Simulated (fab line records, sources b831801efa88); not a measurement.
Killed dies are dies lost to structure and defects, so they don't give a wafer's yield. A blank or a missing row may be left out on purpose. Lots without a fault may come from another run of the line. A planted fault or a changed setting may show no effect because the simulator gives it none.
Chamber matching | flow gf180mcu | GF_STI_ETCH_14 on rie_si-01: 4 sister chambers
The step etches Si in HBr/Cl2/O2, target depth 360 nm, time 102.9 s. 14 wafers are shown with their chamber, then 7 later ones without.

WAFERS WITH THEIR CHAMBER
wafer  | chamber | drypump_motor_current_A (A) | oes_product_au (a.u.) | throttle_valve_pct (%)
L460.2 | 2       | 5.9                         | 0.964                 | 25.679
L460.3 | 0       | 6.1                         | 1.029                 | 25.646
L460.5 | 1       | 5.4                         | 0.995                 | 25.643
L472.1 | 2       | 5.9                         | 0.971                 | 25.690
L472.3 | 0       | 6.1                         | 1.005                 | 25.644
L472.6 | 1       | 5.4                         | 0.992                 | 25.648
L473.2 | 2       | 5.9                         | 0.974                 | 25.677
L473.3 | 3       | 5.0                         | 1.022                 | 25.636
L473.5 | 1       | 5.5                         | 0.993                 | 25.658
L474.1 | 3       | 5.0                         | 1.014                 | 25.640
L474.5 | 1       | 5.4                         | 0.995                 | 25.667
L474.6 | 2       | 5.9                         | 0.962                 | 25.665
L477.1 | 0       | 6.1                         | 1.041                 | 25.644
L477.4 | 1       | 5.4                         | 1.005                 | 25.664

SIGNATURES (means of the wafers above)
reading                 | chamber 0 | chamber 1 | chamber 2 | chamber 3 | scatter within a chamber
drypump_motor_current_A | 6.100     | 5.420     | 5.900     | 5.000     | 0.0283
oes_product_au          | 1.02500   | 0.99600   | 0.96775   | 1.01800   | 0.00953
throttle_valve_pct      | 25.64467  | 25.65600  | 25.67775  | 25.63800  | 0.00865
Rule: a wafer's distance from a chamber is the root of the sum, over the readings, of the square of ((its reading less the chamber's mean) divided by the reading's scatter). The wafer belongs to the nearest chamber; if the next one is less than 2 further off, it can't be placed. The scatter: the root of (the sum of the squares of (reading less its chamber's mean) over the shown wafers, divided by (wafers less chambers)).

WAFERS WITHOUT THEIR CHAMBER
wafer  | drypump_motor_current_A (A) | oes_product_au (a.u.) | throttle_valve_pct (%)
L477.5 | 6.1                         | 1.029                 | 25.641
L479.2 | 5.5                         | 0.998                 | 25.646
L479.4 | 5.0                         | 1.036                 | 25.637
L479.5 | 6.1                         | 1.025                 | 25.643
L480.1 | 5.9                         | 0.967                 | 25.662
L480.2 | 5.4                         | 0.997                 | 25.642
L480.3 | 5.0                         | 1.022                 | 25.639

WHICH CHAMBER EACH WENT THROUGH
wafer  | from the rows above | in truth
L477.5 | 0                   | 0
L479.2 | 1                   | 1
L479.4 | 3                   | 3
L479.5 | 0                   | 0
L480.1 | 2                   | 2
L480.2 | 1                   | 1
L480.3 | 3                   | 3
Placed correctly: 7 of 7. Can't be placed from these rows: 0. Placed wrongly: 0.
